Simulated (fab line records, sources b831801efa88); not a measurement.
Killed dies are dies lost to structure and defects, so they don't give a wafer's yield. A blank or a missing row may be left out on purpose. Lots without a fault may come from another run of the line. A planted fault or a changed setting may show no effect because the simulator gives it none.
Which tool did it? | flow gf180mcu | 12 lots, 36 wafers sampled, at 6 steps of a route of 602

WHAT THE GAUGES READ, wafer by wafer
GF_HV_LDD_CD_MEAS_46: target cd 400 nm.
lot  | measured     | on        | cd_nm (nm)
L375 | day 12 05:27 | cd_sem-01 | 401.0 402.4 403.9
L376 | day 12 18:01 | cd_sem-02 | 401.2 401.1 401.4
L377 | day 13 02:23 | cd_sem-02 | 398.0 396.0 394.9
L380 | day 14 00:02 | cd_sem-01 | 399.7 399.4 401.9
L382 | day 14 18:55 | cd_sem-01 | 398.5 399.9 399.4
L384 | day 15 11:49 | cd_sem-01 | 402.1 402.1 401.3
L385 | day 15 23:40 | cd_sem-01 | 403.1 402.4 402.0
L386 | day 16 01:44 | cd_sem-01 | 407.0 404.4 405.4
L389 | day 17 07:34 | cd_sem-01 | 396.9 397.1 398.4
L396 | day 19 11:37 | cd_sem-02 | 398.2 399.5 400.3
L397 | day 19 22:18 | cd_sem-01 | 399.4 395.5 396.5
L398 | day 20 04:08 | cd_sem-02 | 400.5 401.8 399.1

GF_SAB_THK_MEAS_01.
lot  | measured     | on            | SAB_CVD_00_THK (nm)
L375 | day 14 01:05 | film_metro-04 | 49.9 49.7 49.8
L376 | day 14 15:59 | film_metro-01 | 49.2 49.5 50.5
L377 | day 15 00:31 | film_metro-02 | 49.7 50.7 50.6
L380 | day 15 23:34 | film_metro-04 | 50.6 50.3 51.0
L382 | day 16 19:26 | film_metro-04 | 50.1 51.0 51.0
L384 | day 17 12:49 | film_metro-02 | 50.4 50.6 50.8
L385 | day 18 01:46 | film_metro-02 | 50.4 50.7 51.5
L386 | day 18 04:52 | film_metro-02 | 48.9 50.7 49.6
L389 | day 19 11:07 | film_metro-04 | 50.2 49.4 50.4
L396 | day 21 16:13 | film_metro-02 | 50.1 50.8 50.1
L397 | day 22 00:59 | film_metro-04 | 49.7 50.3 50.2
L398 | day 22 09:56 | film_metro-01 | 49.1 48.7 49.5

GF_SAB_OVL_MEAS_10.
lot  | measured     | on         | SAB_OVL (nm)
L375 | day 14 22:30 | overlay-01 | -0.2 0.4 0.0
L376 | day 15 13:44 | overlay-01 | 2.1 0.8 0.5
L377 | day 15 21:47 | overlay-02 | 3.1 1.0 0.4
L380 | day 16 21:49 | overlay-02 | 0.4 -1.9 -1.0
L382 | day 17 18:44 | overlay-02 | 1.4 3.8 4.1
L384 | day 18 12:02 | overlay-01 | -1.4 0.8 -0.8
L385 | day 19 01:19 | overlay-01 | 0.0 -0.2 -1.3
L386 | day 19 04:44 | overlay-02 | 1.4 0.3 1.2
L389 | day 20 11:19 | overlay-01 | 2.1 1.5 2.6
L396 | day 22 15:50 | overlay-01 | 0.3 2.2 2.4
L397 | day 22 23:53 | overlay-02 | 0.0 -0.1 2.1
L398 | day 23 08:58 | overlay-01 | -0.2 -1.0 -1.8

GF_V2_RS_MEAS_24: measures by four-point-probe.
lot  | measured     | on            | V2_W_RS (ohm/sq)
L375 | day 20 02:47 | film_metro-03 | 0.326 0.327 0.324
L376 | day 20 20:29 | film_metro-01 | 0.329 0.332 0.331
L377 | day 21 03:55 | film_metro-03 | 0.326 0.331 0.334
L380 | day 22 05:56 | film_metro-01 | 0.331 0.327 0.330
L382 | day 23 01:16 | film_metro-01 | 0.327 0.326 0.329
L384 | day 23 17:45 | film_metro-03 | 0.358 0.359 0.357 0.359 0.359 0.357
L385 | day 24 08:13 | film_metro-02 | 0.315 0.312 0.316
L386 | day 24 11:04 | film_metro-01 | 0.363 0.361 0.357 0.362 0.361 0.356
L389 | day 25 13:40 | film_metro-02 | 0.320 0.322 0.318
L396 | day 27 14:00 | film_metro-03 | 0.323 0.329 0.330
L397 | day 27 23:01 | film_metro-02 | 0.332 0.324 0.324
L398 | day 28 03:56 | film_metro-03 | 0.330 0.326 0.327

GF_V2_THK_MEAS_25: measures by xrf.
lot  | measured     | on            | V2_W_THK (nm)
L375 | day 20 02:53 | film_metro-03 | 353 353 356
L376 | day 20 20:36 | film_metro-01 | 362 356 358
L377 | day 21 04:01 | film_metro-03 | 357 350 345
L380 | day 22 06:04 | film_metro-01 | 358 359 359
L382 | day 23 01:23 | film_metro-01 | 364 363 362
L384 | day 23 23:26 | film_metro-03 | 323 322 326 326 323 323
L385 | day 24 08:20 | film_metro-02 | 368 374 367
L386 | day 24 13:28 | film_metro-01 | 327 327 332 327 328 331
L389 | day 25 13:47 | film_metro-02 | 367 364 367
L396 | day 27 14:07 | film_metro-03 | 357 350 347
L397 | day 27 23:07 | film_metro-02 | 351 361 357
L398 | day 28 04:04 | film_metro-03 | 353 356 356

WHICH TOOL RAN EACH LOT (tool, then ch and the chambers of the sampled wafers, then the start)
lot  | GF_V2_CVD_23
L375 | cvd_w-01 ch 0,1, day 20 02:40
L376 | cvd_w-01 ch 0,1, day 20 20:22
L377 | cvd_w-01 ch 1, day 21 03:47
L380 | cvd_w-01 ch 0,1, day 22 05:50
L382 | cvd_w-01 ch 0, day 23 01:04
L384 | cvd_w-01 ch 1, day 23 17:31
L385 | cvd_w-02 ch 1, day 24 07:59
L386 | cvd_w-01 ch 0,1, day 24 10:57
L389 | cvd_w-02 ch 0,1, day 25 13:33
L396 | cvd_w-01 ch 0,1, day 27 13:52
L397 | cvd_w-01 ch 0,1, day 27 22:53
L398 | cvd_w-01 ch 0,1, day 28 03:50
- GF_V2_CVD_23: deposits W, target thk 350 nm, time 104.94 s.

WHAT THE TOOLS THEMSELVES READ (means of the sampled wafers that have a number; where no wafer has one, the mark that the record gives instead)
GF_V2_CVD_23.
lot  | tool     | heater_power_w (W)
L375 | cvd_w-01 | 895
L376 | cvd_w-01 | 857
L377 | cvd_w-01 | 803
L380 | cvd_w-01 | 908
L382 | cvd_w-01 | 965
L384 | cvd_w-01 | 808
L385 | cvd_w-02 | 838
L386 | cvd_w-01 | 905
L389 | cvd_w-02 | 880
L396 | cvd_w-01 | 915
L397 | cvd_w-01 | 857
L398 | cvd_w-01 | 935

THE ANSWER, worked out from the rows above alone
Rule: what is usual is taken from the lots themselves. Put in order of their means at a reading, lots are off if they are a third of the lots or fewer, leave a main group of 4 or more, and stand apart from it by a gap of 3 or more times the standard deviation of the main group's means; of several such gaps the widest counts. A main group whose means are all the same, to the digits that the tables above print for the reading, isn't used. A lot without any number at a reading at which 4 lots or more have one is off too. The other lots that the step has rows for count as sound. The gauges are gone through in route order, then the tools' own readings, and for those a lot's mean is taken as printed above. The first step at which some lot is off is used, and at that step the reading that is off furthest; a lot without a number counts as furthest.
Off: L384, L386, at GF_V2_RS_MEAS_24 (V2_W_RS). The main group: mean 0.326 ohm/sq, standard deviation 0.0048.
A tool fits if, at a process step before that reading, it ran every lot that is off, and no sound lot after the first of them. The gauges at GF_V2_RS_MEAS_24 are tried like those tools. None of those tried fits.

WHAT THE SIMULATOR HAD PUT IN
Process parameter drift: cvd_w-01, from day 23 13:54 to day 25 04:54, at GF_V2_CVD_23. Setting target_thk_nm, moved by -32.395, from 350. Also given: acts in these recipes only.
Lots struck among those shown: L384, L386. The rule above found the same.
